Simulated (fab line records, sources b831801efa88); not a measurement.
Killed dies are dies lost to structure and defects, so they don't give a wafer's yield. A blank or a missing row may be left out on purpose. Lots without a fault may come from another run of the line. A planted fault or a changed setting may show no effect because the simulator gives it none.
fab line records | flow gf180mcu
record lots=5 wafers=15 last_day=34
route steps=602 shown V1@340 M2@362
lots that met no fault: from a run of the same line without faults
start_h: hours from the record's first day to the start of the lot's first wafer shown | wait_h: hours since the lot's step before | " the same as in the row above | L1.1+2: a row that stands for several wafers | - no value, or no start given | * or withheld: withheld | < > ~ a bound
route shown NAME@n: a module of which the file shows steps, and the number in the route of the first | usual: mean/standard deviation of fault-free wafers | same: alike in all rows | chamber/n: place in a boat | sites: the reading at each site | _std_site: their standard deviation | _edge_site: outer sites' mean less inner sites' | radius_mm: how far each site lies from the wafer's centre | mask NAME#n: copy n | behind: the tool/chamber that last shaped the wafer | hold: why the lot was held/for how many hours/how that ended | device: the transistor (n, p or np) that didn't switch | end of line: the same wafers' tests at the end of the route | a step without rows: its recipe alone | killed: dies lost to structure and defects at the first sort, not the wafer's yield | map: a wafer's dies, x killed, . not, _ none there
set.NAME: the setting as run; set.NAME@STEP: as run at that earlier step | model.NAME: the simulator's own value behind a step, which no gauge read
lots at some steps of the route; a table a step, a row a wafer
services: from which hour (start_h, from the record's first day; less than 0 if before it) a tool's chamber was out of use, for how many hours, and why
## steps
# step GF_V1_BOW_MEAS_05
# recipe mode=bow
# usual V1_BOW=83/7.3
# columns lot.wafer tool chamber start_h wait_h V1_BOW[um]
L083.3 film_metro-02 - 469.21 0.1 81
L083.4 " - " " 77
L083.5 " - " " 77
L084.3 film_metro-03 - 478.57 0.2 77
L084.5 " - " " 78
L084.6 " - " " 75
L090.4 film_metro-01 - 529.99 0.2 100
L090.5 " - " " 81
L090.6 " - " " 92
L091.1 film_metro-02 - 537.63 0.2 88
L091.3 " - " " 84
L091.5 " - " " 83
L097.2 film_metro-02 - 582.57 0.2 91
L097.3 " - " " 86
L097.4 " - " " 91
# step GF_V1_DEHYDRATE_06
# recipe temp_c=200 time_s=60
# columns lot.wafer tool chamber start_h wait_h
L083.3+4+5 litho_track-02 0 480.73 11.5
L084.3+5+6 litho_track-04 0 490.11 11.5
L090.4+5+6 litho_track-04 0 540.39 10.4
L091.1+3+5 litho_track-02 0 548.38 10.7
L097.2+3+4 litho_track-02 0 592.65 10.1
# step GF_V1_HMDS_07
# recipe prime_time_s=60 prime_temp_c=120
# columns lot.wafer tool chamber start_h wait_h
L083.3+4+5 litho_track-02 0 480.88 0.1
L084.3+5+6 litho_track-04 0 490.26 0.1
L090.4+5+6 litho_track-04 0 540.54 0.1
L091.1+3+5 litho_track-02 0 548.53 0.1
L097.2+3+4 litho_track-02 0 592.80 0.1
# step GF_V1_COAT_08
# recipe resist=BARC temp_c=withheld time_s=withheld spin_rpm=withheld resist_thk_nm=withheld
# columns lot.wafer tool chamber start_h wait_h
L083.3+4+5 litho_track-02 0 481.03 0.1
L084.3+5+6 litho_track-04 0 490.41 0.1
L090.4+5+6 litho_track-04 0 540.69 0.1
L091.1+3+5 litho_track-02 0 548.68 0.1
L097.2+3+4 litho_track-02 0 592.95 0.1
# step GF_V1_COAT_09
# recipe resist=KrF spin_rpm=withheld resist_thk_nm=1000
# columns lot.wafer tool chamber start_h wait_h
L083.3+4+5 litho_track-02 0 - -
L084.3+5+6 litho_track-04 0 - -
L090.4+5+6 litho_track-04 0 - -
L091.1+3+5 litho_track-02 0 - -
L097.2+3+4 litho_track-02 0 - -
# step GF_V1_SOFTBAKE_10
# recipe temp_c=130 time_s=60 resist=KrF
# columns lot.wafer tool chamber start_h wait_h
L083.3+4+5 litho_track-02 0 - -
L084.3+5+6 litho_track-04 0 - -
L090.4+5+6 litho_track-04 0 - -
L091.1+3+5 litho_track-02 0 - -
L097.2+3+4 litho_track-02 0 - -
# step GF_V1_EXPOSE_11
# recipe mask_id=Via1 target_cd_nm=260 na=0.68 source_shape=conventional sigma_outer=0.6 dose_mj=38
# columns lot.wafer tool chamber start_h wait_h mask
L083.3+4+5 krf_scanner-02 0 - - Via1#0
L084.3+5+6 krf_scanner-02 0 - - Via1#0
L090.4+5+6 krf_scanner-01 0 - - Via1#0
L091.1+3+5 krf_scanner-01 0 - - Via1#0
L097.2+3+4 krf_scanner-01 0 - - Via1#0
# step GF_V1_PEB_12
# recipe peb_temp_c=135 peb_time_s=90 resist=KrF
# columns lot.wafer tool chamber start_h wait_h
L083.3+4+5 litho_track-01 0 - -
L084.3+5+6 litho_track-02 0 - -
L090.4+5+6 litho_track-01 0 - -
L091.1+3+5 litho_track-04 0 - -
L097.2+3+4 litho_track-02 0 - -
# step GF_V1_DEVELOP_13
# recipe develop_time_s=60 resist=KrF dev_temp_c=21
# columns lot.wafer tool chamber start_h wait_h
L083.3+4+5 litho_track-01 0 493.40 0.1
L084.3+5+6 litho_track-02 0 502.98 0.1
L090.4+5+6 litho_track-01 0 552.28 0.1
L091.1+3+5 litho_track-04 0 560.36 0.2
L097.2+3+4 litho_track-02 0 603.65 0.2
# step GF_V1_CD_MEAS_14
# recipe target_cd_nm=260
# usual cd_nm=260.0/1.2
# columns lot.wafer tool chamber start_h wait_h cd_nm
L083.3 cd_sem-01 - 493.54 0.1 260.1
L083.4 " - " " 260.0
L083.5 " - " " 260.9
L084.3 cd_sem-01 - 503.12 0.1 259.8
L084.5 " - " " 260.3
L084.6 " - " " 260.9
L090.4 cd_sem-01 - 552.41 0.1 259.6
L090.5 " - " " 258.8
L090.6 " - " " 258.0
L091.1 cd_sem-01 - 560.51 0.1 261.6
L091.3 " - " " 261.8
L091.5 " - " " 260.9
L097.2 cd_sem-02 - 603.80 0.1 257.1
L097.3 " - " " 258.5
L097.4 " - " " 257.3
# step GF_V1_OVL_MEAS_15
# usual V1_OVL=1/5.5
# columns lot.wafer tool chamber start_h wait_h V1_OVL[nm]
L083.3 overlay-01 - 493.63 0.1 5
L083.4 " - " " 7
L083.5 " - " " 7
L084.3 overlay-02 - 503.21 0.1 9
L084.5 " - " " 11
L084.6 " - " " 8
L090.4 overlay-01 - 552.49 0.1 -5
L090.5 " - " " -8
L090.6 " - " " -3
L091.1 overlay-02 - 560.63 0.1 7
L091.3 " - " " 3
L091.5 " - " " -1
L097.2 overlay-02 - 603.91 0.1 -3
L097.3 " - " " -3
L097.4 " - " " -1
# step GF_V1_ETCH_16
# recipe chemistry=N2/H2 target_depth_a=withheld overetch_a=withheld time_s=withheld target=BARC ion_energy_ev=200 source_w=500 bias_w=100 pressure_mtorr=30 n2_flow_sccm=100 h2_flow_sccm=200
# usual drypump_motor_current_A=5.6/0.6 oes_product_au=0.856/0.005 throttle_valve_pct=13.225/0.0093
# columns lot.wafer tool chamber start_h wait_h drypump_motor_current_A oes_product_au throttle_valve_pct
L083.3 rie_diel-03 1 493.66 0.0 6.2 0.852 13.227
L083.4 " 2 " " 5.3 0.847 13.218
L083.5 " 0 " " 4.8 0.855 13.229
L084.3 rie_diel-03 3 503.24 0.0 5.0 0.860 13.208
L084.5 " 0 " " 4.8 0.853 13.230
L084.6 " 1 " " 6.2 0.856 13.239
L090.4 rie_diel-04 3 552.53 0.0 4.9 0.858 13.218
L090.5 " 1 " " 6.1 0.853 13.231
L090.6 " 0 " " 5.6 0.855 13.221
L091.1 rie_diel-03 2 560.67 0.0 5.3 0.849 13.224
L091.3 " 1 " " 6.2 0.855 13.223
L091.5 " 1 " " 6.2 0.853 13.212
L097.2 rie_diel-01 2 603.94 0.0 5.0 0.850 13.215
L097.3 " 0 " " 6.6 0.852 13.252
L097.4 " 3 " " 5.7 0.852 13.222
# step GF_V1_ETCH_17
# recipe chemistry=C4F8/O2/Ar mask_material=KrF target=SiO2 stop_on=TiN source_w=1500 bias_w=1200 pressure_mtorr=40 c4f8_flow_sccm=withheld O2_flow_sccm=6 Ar_flow_sccm=300 time_s=withheld target_depth_a=6300
# usual oes_product_au=0.857/0.0043
# columns lot.wafer tool chamber start_h wait_h oes_product_au
L083.3 rie_diel-03 1 - - 0.855
L083.4 " 2 " " 0.852
L083.5 " 0 " " 0.849
L084.3 rie_diel-03 3 - - 0.863
L084.5 " 0 " " 0.852
L084.6 " 1 " " 0.854
L090.4 rie_diel-04 3 - - 0.858
L090.5 " 1 " " 0.852
L090.6 " 0 " " 0.855
L091.1 rie_diel-03 2 - - 0.857
L091.3 " 1 " " 0.859
L091.5 " 1 " " 0.866
L097.2 rie_diel-01 2 - - 0.856
L097.3 " 0 " " 0.853
L097.4 " 3 " " 0.865
# step GF_V1_STRIP_18
# recipe chemistry=O2/N2 power_w=1400 pressure_mtorr=1500 platen_temp_c=250 o2_flow_sccm=3000 n2_flow_sccm=300 overash_fraction=0.5
# usual drypump_motor_current_A=5.6/0.54 heater_power_w=337/39 o2_flow_sccm=3000/9.5 oes_product_au=0.593/0.005
# same overash_fraction=0.5
# columns lot.wafer tool chamber start_h wait_h drypump_motor_current_A heater_power_w o2_flow_sccm oes_product_au rf_hours_counter_h
L083.3 plasma_asher-01 0 493.82 - 6.5 369 3014 0.597 -
L083.4 " 1 " " 6.5 350 3013 0.597 -
L083.5 " 1 " " 6.5 341 3008 0.590 -
L084.3 plasma_asher-01 0 503.40 - 6.6 362 3015 0.600 -
L084.5 " 1 " " 6.5 349 2986 0.594 -
L084.6 " 0 " " 6.6 361 3007 0.598 -
L090.4 plasma_asher-01 1 552.67 - 6.5 351 2992 0.591 -
L090.5 " 1 " " 6.5 344 3008 0.585 -
L090.6 " 0 " " 6.6 369 3006 0.591 -
L091.1 plasma_asher-03 1 560.80 - 4.9 318 3016 0.598 13
L091.3 " 0 " " 5.3 399 2992 0.593 -
L091.5 " 1 " " 4.9 313 2990 0.591 -
L097.2 plasma_asher-03 0 604.06 - 5.3 405 2991 0.594 17
L097.3 " 1 " " 4.9 318 2987 0.598 -
L097.4 " 0 " " 5.3 403 2988 0.598 -
# step GF_V1_STRIP_19
# recipe chemistry=post_etch_residue_remover time_s=1200 temp_c=72.5
# columns lot.wafer tool chamber start_h wait_h
L083.3+4+5 wet_bench-01 3 493.89 0.0
L084.3+5+6 wet_bench-02 1 503.47 0.0
L090.4+5+6 wet_bench-03 0 552.74 0.0
L091.1+3+5 wet_bench-03 3 560.90 0.1
L097.2+3+4 wet_bench-03 1 604.16 0.1
# step GF_V1_CLEAN_20
# recipe chemistry=DIW dry=n2_spin
# columns lot.wafer tool chamber start_h wait_h
L083.3+4+5 wet_bench-03 1 494.23 0.0
L084.3+5+6 wet_bench-01 3 503.84 0.0
L090.4+5+6 wet_bench-01 3 553.08 0.0
L091.1+3+5 wet_bench-02 1 561.24 0.0
L097.2+3+4 wet_bench-01 0 604.54 0.0
# step GF_V1_SPUTTER_21
# recipe material=Ti target_thk_nm=15 chamber_pressure_pa=5 power_w=2500 substrate_temp_c=200 time_s=80.02
# usual substrate_temp_c=199.99/0.15 throttle_valve_pct=29.9/0.78
# columns lot.wafer tool chamber start_h wait_h substrate_temp_c throttle_valve_pct
L083.3 pvd_sputter-02 - 494.33 0.0 200.11 30.2
L083.4 " - " " 199.68 28.6
L083.5 " - " " 200.06 30.3
L084.3 pvd_sputter-04 - 503.93 0.0 199.98 31.1
L084.5 " - " " 199.93 29.3
L084.6 " - " " 200.14 28.9
L090.4 pvd_sputter-03 - 553.28 0.0 199.91 29.7
L090.5 " - " " 199.94 29.9
L090.6 " - " " 200.04 29.9
L091.1 pvd_sputter-04 - 561.33 0.0 199.91 28.9
L091.3 " - " " 199.94 29.2
L091.5 " - " " 200.16 31.1
L097.2 pvd_sputter-04 - 604.63 0.0 199.62 30.9
L097.3 " - " " 200.00 29.1
L097.4 " - " " 200.06 28.9
# step GF_V1_SPUTTER_22
# recipe material=TiN target_thk_nm=10 chamber_pressure_pa=5 power_w=4000 time_s=40
# usual throttle_valve_pct=29.9/0.79
# columns lot.wafer tool chamber start_h wait_h throttle_valve_pct
L083.3 pvd_sputter-02 - 494.39 0.0 30.4
L083.4 " - " " 28.9
L083.5 " - " " 30.4
L084.3 pvd_sputter-04 - 503.99 0.0 31.0
L084.5 " - " " 29.2
L084.6 " - " " 28.9
L090.4 pvd_sputter-03 - 553.34 0.0 29.6
L090.5 " - " " 29.9
L090.6 " - " " 30.4
L091.1 pvd_sputter-04 - 561.39 0.0 28.7
L091.3 " - " " 29.5
L091.5 " - " " 31.1
L097.2 pvd_sputter-04 - 604.69 0.0 31.3
L097.3 " - " " 29.3
L097.4 " - " " 28.8
# step GF_V1_CVD_23
# recipe material=W target_thk_nm=350 time_s=105.05 temp_c=400 pressure_torr=40
# usual heater_power_w=919/85
# columns lot.wafer tool chamber start_h wait_h heater_power_w
L083.3 cvd_w-01 0 494.47 0.1 898
L083.4 " 1 " " 938
L083.5 " 1 " " 973
L084.3 cvd_w-01 1 504.07 0.1 972
L084.5 " 0 " " 898
L084.6 " 1 " " 952
L090.4 cvd_w-02 0 553.42 0.1 804
L090.5 " 0 " " 794
L090.6 " 1 " " 996
L091.1 cvd_w-02 1 561.43 0.0 1011
L091.3 " 0 " " 800
L091.5 " 1 " " 1021
L097.2 cvd_w-01 0 604.73 0.0 935
L097.3 " 1 " " 953
L097.4 " 0 " " 881
# step GF_V1_RS_MEAS_24
# recipe thk_meas_gauge=four-point-probe reads=W_of_V1_CVD_23+TiN_of_V1_SPUTTER_22+Ti_of_V1_SPUTTER_21
# usual V1_W_RS=0.330/0.0041
# columns lot.wafer tool chamber start_h wait_h V1_W_RS[ohm/sq]
L083.3 film_metro-02 - 494.58 0.1 0.326
L083.4 " - " " 0.329
L083.5 " - " " 0.332
L084.3 film_metro-02 - 504.18 0.1 0.329
L084.5 " - " " 0.325
L084.6 " - " " 0.330
L090.4 film_metro-03 - 553.55 0.1 0.337
L090.5 " - " " 0.337
L090.6 " - " " 0.338
L091.1 film_metro-02 - 561.54 0.1 0.329
L091.3 " - " " 0.329
L091.5 " - " " 0.330
L097.2 film_metro-01 - 604.86 0.1 0.326
L097.3 " - " " 0.327
L097.4 " - " " 0.325
# step GF_V1_THK_MEAS_25
# recipe thk_meas_gauge=xrf reads=W_of_V1_CVD_23
# usual V1_W_THK=359/5.3
# columns lot.wafer tool chamber start_h wait_h V1_W_THK[nm]
L083.3 film_metro-02 - 494.68 0.1 361
L083.4 " - " " 360
L083.5 " - " " 359
L084.3 film_metro-02 - 504.28 0.1 366
L084.5 " - " " 370
L084.6 " - " " 366
L090.4 film_metro-03 - 553.64 0.1 354
L090.5 " - " " 355
L090.6 " - " " 352
L091.1 film_metro-02 - 561.66 0.1 363
L091.3 " - " " 360
L091.5 " - " " 360
L097.2 film_metro-01 - 604.97 0.1 361
L097.3 " - " " 359
L097.4 " - " " 361
# step GF_V1_CMP_26
# recipe stop_on=SiO2 down_force_psi=3.5 platen_rpm=60 t_overpolish_s=15 target_thk_nm=0 pad_velocity_m_s=0.94248
# usual motor_current_A=11.9/1.7 overpolish_run_s=15.001/0.0087 time_to_endpoint_s=87/4.3
# columns lot.wafer tool chamber start_h wait_h motor_current_A overpolish_run_s time_to_endpoint_s
L083.4 cmp-01 3 494.72 0.0 13.2 15.002 93
L083.3 " 0 " " 11.2 15.004 93
L083.5 " 0 " " 11.2 14.994 92
L084.3 cmp-01 2 504.42 0.1 10.5 15.000 86
L084.6 " 0 " " 12.1 15.006 91
L084.5 " 1 " " 15.0 14.986 91
L090.4 cmp-02 0 553.77 0.1 8.8 15.001 81
L090.6 " 2 " " 11.8 15.005 86
L090.5 " 3 " " 11.8 14.997 82
L091.1 cmp-01 2 561.72 0.1 10.2 14.995 88
L091.3 " 1 " " 15.4 15.000 91
L091.5 " 3 " " 12.9 15.023 92
L097.2 cmp-01 3 605.02 0.0 13.4 14.998 94
L097.4 " 1 " " 14.0 14.995 91
L097.3 " 2 " " 11.2 15.006 84
# step GF_M2_SPUTTER_00
# recipe material=Ti target_thk_nm=37.5 arriving_ion_energy_ev=80 substrate_temp_c=200 chamber_pressure_pa=2 power_w=4000 time_s=150
# usual substrate_temp_c=200.01/0.16 throttle_valve_pct=30.0/0.89
# columns lot.wafer tool chamber start_h wait_h substrate_temp_c throttle_valve_pct
L083.3 pvd_sputter-01 - 495.02 0.2 200.14 31.5
L083.4 " - " " 200.10 30.6
L083.5 " - " " 200.20 29.7
L084.3 pvd_sputter-01 - 504.62 0.1 199.82 28.8
L084.5 " - " " 200.24 30.5
L084.6 " - " " 200.07 29.5
L090.4 pvd_sputter-03 - 553.97 0.1 199.97 29.8
L090.5 " - " " 200.06 31.2
L090.6 " - " " 200.15 29.8
L091.1 pvd_sputter-01 - 562.02 0.2 200.13 30.8
L091.3 " - " " 200.04 29.4
L091.5 " - " " 200.22 29.3
L097.2 pvd_sputter-04 - 605.32 0.2 199.86 28.8
L097.3 " - " " 199.68 31.2
L097.4 " - " " 200.15 29.4
# step GF_M2_SPUTTER_01
# recipe material=TiN target_thk_nm=30 power_w=6500 time_s=25 chamber_pressure_pa=0.4
# usual throttle_valve_pct=29.9/0.89
# columns lot.wafer tool chamber start_h wait_h throttle_valve_pct
L083.3 pvd_sputter-01 - 495.12 0.1 31.2
L083.4 " - " " 30.8
L083.5 " - " " 29.4
L084.3 pvd_sputter-01 - 504.72 0.1 28.9
L084.5 " - " " 30.9
L084.6 " - " " 29.4
L090.4 pvd_sputter-03 - 554.07 0.1 29.8
L090.5 " - " " 31.2
L090.6 " - " " 30.0
L091.1 pvd_sputter-01 - 562.12 0.1 30.6
L091.3 " - " " 29.2
L091.5 " - " " 29.3
L097.2 pvd_sputter-04 - 605.42 0.1 28.7
L097.3 " - " " 31.2
L097.4 " - " " 29.3
# step GF_M2_SPUTTER_02
# recipe material=AlCu target_thk_nm=450 power_w=10600 time_s=23.9 chamber_pressure_pa=0.4
# usual throttle_valve_pct=30.0/0.88
# columns lot.wafer tool chamber start_h wait_h throttle_valve_pct
L083.3 pvd_sputter-01 - 495.15 0.0 31.1
L083.4 " - " " 30.8
L083.5 " - " " 29.2
L084.3 pvd_sputter-01 - 504.75 0.0 29.3
L084.5 " - " " 30.8
L084.6 " - " " 29.6
L090.4 pvd_sputter-03 - 554.10 0.0 29.7
L090.5 " - " " 31.1
L090.6 " - " " 29.4
L091.1 pvd_sputter-01 - 562.15 0.0 30.5
L091.3 " - " " 29.4
L091.5 " - " " 28.9
L097.2 pvd_sputter-04 - 605.45 0.0 29.0
L097.3 " - " " 31.2
L097.4 " - " " 29.4
# step GF_M2_SPUTTER_03
# recipe material=Ti target_thk_nm=10 substrate_temp_c=300 chamber_pressure_pa=0.3 power_w=3000 time_s=6.7
# usual substrate_temp_c=300.01/0.19 throttle_valve_pct=30.0/0.88
# columns lot.wafer tool chamber start_h wait_h substrate_temp_c throttle_valve_pct
L083.3 pvd_sputter-01 - 495.18 0.0 299.92 30.9
L083.4 " - " " 299.88 30.9
L083.5 " - " " 300.17 29.6
L084.3 pvd_sputter-01 - 504.78 0.0 299.92 29.1
L084.5 " - " " 300.20 30.9
L084.6 " - " " 300.19 29.4
L090.4 pvd_sputter-03 - 554.13 0.0 300.14 29.7
L090.5 " - " " 299.77 31.5
L090.6 " - " " 300.06 29.7
L091.1 pvd_sputter-01 - 562.18 0.0 299.84 30.8
L091.3 " - " " 300.16 29.3
L091.5 " - " " 299.64 29.0
L097.2 pvd_sputter-04 - 605.48 0.0 300.02 29.0
L097.3 " - " " 300.03 31.0
L097.4 " - " " 300.29 29.3
# step GF_M2_SPUTTER_04
# recipe material=TiN target_thk_nm=50 power_w=6500 time_s=42.67 chamber_pressure_pa=0.4
# usual throttle_valve_pct=30.0/0.89
# columns lot.wafer tool chamber start_h wait_h throttle_valve_pct
L083.3 pvd_sputter-01 - 495.20 0.0 31.3
L083.4 " - " " 30.7
L083.5 " - " " 29.4
L084.3 pvd_sputter-01 - 504.80 0.0 29.1
L084.5 " - " " 30.7
L084.6 " - " " 29.3
L090.4 pvd_sputter-03 - 554.15 0.0 29.6
L090.5 " - " " 31.4
L090.6 " - " " 29.9
L091.1 pvd_sputter-01 - 562.20 0.0 30.9
L091.3 " - " " 29.5
L091.5 " - " " 29.0
L097.2 pvd_sputter-04 - 605.50 0.0 28.7
L097.3 " - " " 30.9
L097.4 " - " " 29.1
# step GF_M2_RS_MEAS_05
# recipe thk_meas_gauge=four-point-probe reads=TiN_of_M2_SPUTTER_04+Ti_of_M2_SPUTTER_03+AlCu_of_M2_SPUTTER_02+TiN_of_M2_SPUTTER_01+Ti_of_M2_SPUTTER_00
# usual M2_ALCU_RS=0.0694/0.00082
# columns lot.wafer tool chamber start_h wait_h M2_ALCU_RS[ohm/sq]
L083.3 film_metro-01 - 495.28 0.1 0.0709
L083.4 " - " " 0.0695
L083.5 " - " " 0.0699
L084.3 film_metro-04 - 504.89 0.1 0.0701
L084.5 " - " " 0.0691
L084.6 " - " " 0.0696
L090.4 film_metro-01 - 554.25 0.1 0.0693
L090.5 " - " " 0.0699
L090.6 " - " " 0.0701
L091.1 film_metro-04 - 562.24 0.0 0.0684
L091.3 " - " " 0.0683
L091.5 " - " " 0.0690
L097.2 film_metro-02 - 605.56 0.0 0.0676
L097.3 " - " " 0.0684
L097.4 " - " " 0.0680
# step GF_M2_THK_MEAS_06
# recipe thk_meas_gauge=xrf reads=AlCu_of_M2_SPUTTER_02
# usual M2_ALCU_THK=450/6.3
# columns lot.wafer tool chamber start_h wait_h M2_ALCU_THK[nm]
L083.3 film_metro-01 - 495.38 0.1 440
L083.4 " - " " 447
L083.5 " - " " 444
L084.3 film_metro-04 - 504.99 0.1 447
L084.5 " - " " 456
L084.6 " - " " 452
L090.4 film_metro-01 - 554.34 0.1 446
L090.5 " - " " 442
L090.6 " - " " 442
L091.1 film_metro-04 - 562.36 0.1 460
L091.3 " - " " 460
L091.5 " - " " 453
L097.2 film_metro-02 - 605.67 0.1 459
L097.3 " - " " 457
L097.4 " - " " 458
# step GF_M2_DEHYDRATE_07
# recipe temp_c=200 time_s=60
# columns lot.wafer tool chamber start_h wait_h
L083.3+4+5 litho_track-01 0 506.65 11.3
L084.3+5+6 litho_track-02 0 515.68 10.7
L090.4+5+6 litho_track-02 0 564.70 10.4
L091.1+3+5 litho_track-02 0 571.93 9.6
L097.2+3+4 litho_track-02 0 615.40 9.7
# step GF_M2_HMDS_08
# recipe prime_time_s=60 prime_temp_c=120
# columns lot.wafer tool chamber start_h wait_h
L083.3+4+5 litho_track-01 0 506.80 0.1
L084.3+5+6 litho_track-02 0 515.83 0.1
L090.4+5+6 litho_track-02 0 564.85 0.1
L091.1+3+5 litho_track-02 0 572.08 0.1
L097.2+3+4 litho_track-02 0 615.55 0.1
# step GF_M2_COAT_09
# recipe resist=KrF spin_rpm=withheld resist_thk_nm=1000
# columns lot.wafer tool chamber start_h wait_h
L083.3+4+5 litho_track-01 0 506.95 0.1
L084.3+5+6 litho_track-02 0 515.98 0.1
L090.4+5+6 litho_track-02 0 565.00 0.1
L091.1+3+5 litho_track-02 0 572.23 0.1
L097.2+3+4 litho_track-02 0 615.70 0.1
# step GF_M2_SOFTBAKE_10
# recipe temp_c=130 time_s=60 resist=KrF
# columns lot.wafer tool chamber start_h wait_h
L083.3+4+5 litho_track-01 0 507.10 0.1
L084.3+5+6 litho_track-02 0 516.13 0.1
L090.4+5+6 litho_track-02 0 565.15 0.1
L091.1+3+5 litho_track-02 0 572.38 0.1
L097.2+3+4 litho_track-02 0 615.85 0.1
# step GF_M2_EXPOSE_11
# recipe mask_id=Metal2 target_cd_nm=280 na=0.68 source_shape=conventional sigma_outer=0.6 dose_mj=28
# columns lot.wafer tool chamber start_h wait_h mask
L083.3+4+5 krf_scanner-02 0 - - Metal2#0
L084.3+5+6 krf_scanner-01 0 - - Metal2#0
L090.4+5+6 krf_scanner-02 0 - - Metal2#0
L091.1+3+5 krf_scanner-02 0 - - Metal2#0
L097.2+3+4 krf_scanner-01 0 - - Metal2#0
# step GF_M2_PEB_12
# recipe peb_temp_c=135 peb_time_s=90 resist=KrF
# columns lot.wafer tool chamber start_h wait_h
L083.3+4+5 litho_track-01 0 - -
L084.3+5+6 litho_track-03 0 - -
L090.4+5+6 litho_track-02 0 - -
L091.1+3+5 litho_track-03 0 - -
L097.2+3+4 litho_track-02 0 - -
# step GF_M2_DEVELOP_13
# recipe develop_time_s=60 dev_temp_c=21
# columns lot.wafer tool chamber start_h wait_h
L083.3+4+5 litho_track-01 0 518.90 0.1
L084.3+5+6 litho_track-03 0 527.76 0.1
L090.4+5+6 litho_track-02 0 575.60 0.1
L091.1+3+5 litho_track-03 0 582.96 0.2
L097.2+3+4 litho_track-02 0 626.30 0.2
# step GF_M2_CD_MEAS_14
# recipe target_cd_nm=280
# usual cd_nm=279.3/1.6
# columns lot.wafer tool chamber start_h wait_h cd_nm
L083.3 cd_sem-02 - 519.04 0.1 279.0
L083.4 " - " " 277.4
L083.5 " - " " 278.1
L084.3 cd_sem-02 - 527.90 0.1 277.0
L084.5 " - " " 278.5
L084.6 " - " " 277.8
L090.4 cd_sem-02 - 575.74 0.1 281.4
L090.5 " - " " 280.7
L090.6 " - " " 280.7
L091.1 cd_sem-01 - 583.11 0.1 277.5
L091.3 " - " " 278.1
L091.5 " - " " 277.0
L097.2 cd_sem-01 - 626.45 0.1 278.7
L097.3 " - " " 280.0
L097.4 " - " " 279.8
# step GF_M2_OVL_MEAS_15
# usual M2_OVL=3/6
# columns lot.wafer tool chamber start_h wait_h M2_OVL[nm]
L083.3 overlay-02 - 519.13 0.1 10
L083.4 " - " " 7
L083.5 " - " " 18
L084.3 overlay-01 - 527.99 0.1 -3
L084.5 " - " " 8
L084.6 " - " " 7
L090.4 overlay-01 - 575.82 0.1 15
L090.5 " - " " -2
L090.6 " - " " 3
L091.1 overlay-02 - 583.23 0.1 4
L091.3 " - " " 14
L091.5 " - " " 4
L097.2 overlay-02 - 626.56 0.1 -4
L097.3 " - " " -2
L097.4 " - " " -8
# step GF_M2_METAL_ETCH_16
# recipe chemistry=Cl2/BCl3 mask_material=KrF target_depth_nm=750.8 stop_on=SiO2 pressure_mtorr=8 icp_w=800 bias_w=140 Cl2_flow_sccm=80 bcl3_flow_sccm=40 time_s=125.1
# usual drypump_motor_current_A=5.6/0.35 oes_product_au=0.992/0.0048 throttle_valve_pct=28.228/0.0091
# columns lot.wafer tool chamber start_h wait_h drypump_motor_current_A oes_product_au rf_hours_counter_h throttle_valve_pct
L083.3 rie_metal-03 1 519.20 0.1 5.8 1.000 - 28.216
L083.4 " 0 " " 5.5 0.985 - 28.222
L083.5 " 1 " " 5.8 0.998 - 28.228
L084.3 rie_metal-01 1 528.06 0.1 5.0 0.989 - 28.228
L084.5 " 0 " " 5.7 0.992 - 28.219
L084.6 " 1 " " 4.9 0.984 - 28.238
L090.4 rie_metal-03 1 575.88 0.1 5.8 0.991 - 28.237
L090.5 " 0 " " 5.5 0.992 - 28.250
L090.6 " 1 " " 5.8 0.991 - 28.236
L091.1 rie_metal-01 1 583.26 0.0 4.9 0.992 2 28.216
L091.3 " 1 " " 5.0 0.991 - 28.233
L091.5 " 1 " " 5.0 0.986 - 28.218
L097.2 rie_metal-02 1 626.59 0.0 6.1 0.983 10 28.223
L097.3 " 1 " " 6.1 0.984 - 28.232
L097.4 " 0 " " 6.0 0.992 - 28.230
# step GF_M2_STRIP_17
# recipe chemistry=O2/N2 power_w=1400 pressure_mtorr=1500 platen_temp_c=250 o2_flow_sccm=3000 n2_flow_sccm=300 overash_fraction=0.5
# usual drypump_motor_current_A=5.6/0.43 heater_power_w=334/39 o2_flow_sccm=3001/9.1 oes_product_au=0.537/0.0047 strip_time_to_endpoint_s=7.37/0.036
# same overash_fraction=0.5
# columns lot.wafer tool chamber start_h wait_h drypump_motor_current_A heater_power_w o2_flow_sccm oes_product_au rf_hours_counter_h strip_time_to_endpoint_s
L083.3 plasma_asher-02 0 519.32 0.1 6.0 293 3008 0.532 - 7.27
L083.4 " 1 " " 6.2 365 3015 0.535 - 7.34
L083.5 " 1 " " 6.2 360 3017 0.530 - 7.28
L084.3 plasma_asher-03 1 528.18 0.1 4.9 309 2998 0.536 - 7.36
L084.5 " 1 " " 4.9 316 2989 0.541 - 7.36
L084.6 " 0 " " 5.3 390 3009 0.539 - 7.38
L090.4 plasma_asher-03 1 576.00 0.1 4.9 315 3004 0.540 - 7.31
L090.5 " 1 " " 4.9 303 3003 0.540 - 7.44
L090.6 " 0 " " 5.3 396 2988 0.542 - 7.37
L091.1 plasma_asher-03 1 583.39 0.1 4.9 308 2998 0.535 15 7.37
L091.3 " 0 " " 5.3 399 2989 0.527 - 7.38
L091.5 " 0 " " 5.3 396 3001 0.546 - 7.37
L097.2 plasma_asher-02 0 626.71 0.1 6.0 292 3014 0.533 88 7.44
L097.3 " 0 " " 6.0 310 3006 0.537 - 7.42
L097.4 " 1 " " 6.2 358 3001 0.533 - 7.38
# step GF_M2_STRIP_18
# recipe chemistry=post_etch_residue_remover time_s=1200 temp_c=72.5
# columns lot.wafer tool chamber start_h wait_h
L083.3+4+5 wet_bench-04 1 519.39 0.0
L084.3+5+6 wet_bench-02 2 528.24 0.0
L090.4+5+6 wet_bench-02 0 576.06 0.0
L091.1+3+5 wet_bench-02 0 583.49 0.1
L097.2+3+4 wet_bench-04 2 626.81 0.1
## services
# columns tool chamber start_h hours kind
krf_scanner-02 - 459.20 11.6 pm
cvd_w-02 - 467.22 6.0 pm
krf_scanner-02 - 470.75 0.8 pm
cvd_w-02 1 472.94 7.1 repair
krf_scanner-02 - 477.39 4.0 pm
rie_metal-01 - 478.76 0.9 repair
cmp-01 - 496.76 0.5 repair
krf_scanner-01 - 499.61 1.3 pm
wet_bench-01 - 501.45 1.0 repair
cvd_w-01 1 513.32 2.1 repair
cvd_w-01 - 516.70 14.6 pm
pvd_sputter-01 - 516.80 0.6 repair
rie_diel-03 - 526.06 0.5 repair
krf_scanner-01 - 545.17 2.6 repair
rie_diel-03 1 562.87 3.8 repair
krf_scanner-01 - 564.88 0.8 pm
rie_diel-03 3 564.96 4.6 repair
krf_scanner-02 - 568.25 1.3 pm
rie_diel-03 1 587.12 3.3 repair
cvd_w-01 - 601.87 2.8 pm
plasma_asher-01 - 602.72 2.8 pm
krf_scanner-02 - 611.76 1.0 pm
cvd_w-01 1 611.95 4.4 repair
krf_scanner-01 - 613.64 1.0 pm
## key
fault none
